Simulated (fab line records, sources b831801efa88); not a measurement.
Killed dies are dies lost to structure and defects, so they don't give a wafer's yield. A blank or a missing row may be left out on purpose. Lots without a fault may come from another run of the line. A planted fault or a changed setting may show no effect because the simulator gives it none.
Problem report in the 8D (eight disciplines) form, filled by code | flow sky130 | the parts of the form that need people (team, actions taken, sign-off) are left out

1. THE PROBLEM
VIA1_HDPCVD_THK at SKY_VIA1_THK_MEAS_01 reads a mean of 891 nm on 1 wafer of 1 lot; wafers without a fault read 1026 nm with a standard deviation of 11. That is -12 standard deviations from the usual mean.
First seen on wafer L364.1, day 35 18:05, on film_metro-02. The record holds 36 wafers of 12 lots with a number at this step. Rule for "out", or "out of limits": more than 4 standard deviations from the usual mean. The other wafers with a number count as sound.

2. WHAT IT IS AND WHAT IT IS NOT
question                    | is                | is not
which readings at this step | VIA1_HDPCVD_THK   | -
which lots                  | L364              | L360, L361, L362, L363, L374, L376, L377, L378, L381, L382, L383
which wafers of those lots  | L364.1            | L364.4, L364.5
read on which gauges        | film_metro-02     | film_metro-01, film_metro-03
when                        | from day 35 18:05 | up to then (14 sound wafers); but 21 sound wafers of L374, L376, L377, L378, L381, L382, L383 came after

3. SUSPECTS, AND WHAT RULES EACH OUT
Counting: a tool at a process step up to the reading stays a suspect if it ran every lot that is out. Sound lots after the first of them don't rule it out here, since some wafers of a struck lot are sound.
- the gauge at SKY_VIA1_THK_MEAS_01: ruled out. All the wafers that are out were read on film_metro-02, but those of them that SKY_VIA1_HDPCVD_00 has rows for are out there too, on other tools.
- pvd_sputter-02 at SKY_METAL1_SPUTTER_01 (material TiN, target thk 20 nm, time 16.7 s): kept. It ran the lot that is out, L364 (day 34 13:28); its last sound lot up to then is L362 (day 33 22:37).
- pvd_sputter-02 at SKY_METAL1_SPUTTER_02 (material AlCu, target thk 250 nm, time 13.3 s): kept. It ran the lot that is out, L364 (day 34 13:29); its last sound lot up to then is L362 (day 33 22:38).
- hdpcvd-02 at SKY_VIA1_HDPCVD_00 (deposits SiO2, target thk 1030 nm, time 171.7 s): kept. It ran the lot that is out, L364 (day 35 17:58); its last sound lot up to then is L362 (day 35 02:37). Its own readings are out on those wafers: run_length_s.
Left after counting: pvd_sputter-02 at SKY_METAL1_SPUTTER_01, pvd_sputter-02 at SKY_METAL1_SPUTTER_02, hdpcvd-02 at SKY_VIA1_HDPCVD_00.

4. THE CAUSE (what the simulator had put in)
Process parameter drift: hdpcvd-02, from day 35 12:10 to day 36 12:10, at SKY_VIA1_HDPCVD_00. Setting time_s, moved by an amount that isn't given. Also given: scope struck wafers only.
Counting left 3 suspects, and this tool is among them.

5. THE CHAIN OF EFFECTS, in route order
Each row: a reading whose mean over the struck wafers that have a number lies more than 3 standard deviations from the usual. Only readings for which the record gives a usual standard deviation are gone through. hours: the time from each lot's start at the first step in this table that gives one to its start at this step, as a median over the lots. sigmas: the change in usual standard deviations.
hours | step                 | reading         | usual   | on struck wafers | change | sigmas
0     | SKY_VIA1_HDPCVD_00   | run_length_s    | 199.5 s | 179.6            | -19.9  | -29
0     | SKY_VIA1_THK_MEAS_01 | VIA1_HDPCVD_THK | 1026 nm | 891              | -135   | -12
The process steps in it:
- SKY_VIA1_HDPCVD_00: deposits SiO2, target thk 1030 nm, time 171.7 s.

6. WHAT WOULD HAVE CAUGHT IT SOONER
In this record the first reading out of limits at a measuring or inspecting step was taken at day 35 18:05, 6 hours after the fault began at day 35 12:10.
The tool's own readings at SKY_VIA1_HDPCVD_00 were out on every struck wafer that the step has a row for (run_length_s): an alarm limit on them would have fired on the first of those.
All the lots that are out (1) had begun SKY_VIA1_HDPCVD_00 on hdpcvd-02 by day 35 18:05. A hold on the tool at that time would have spared none of them.
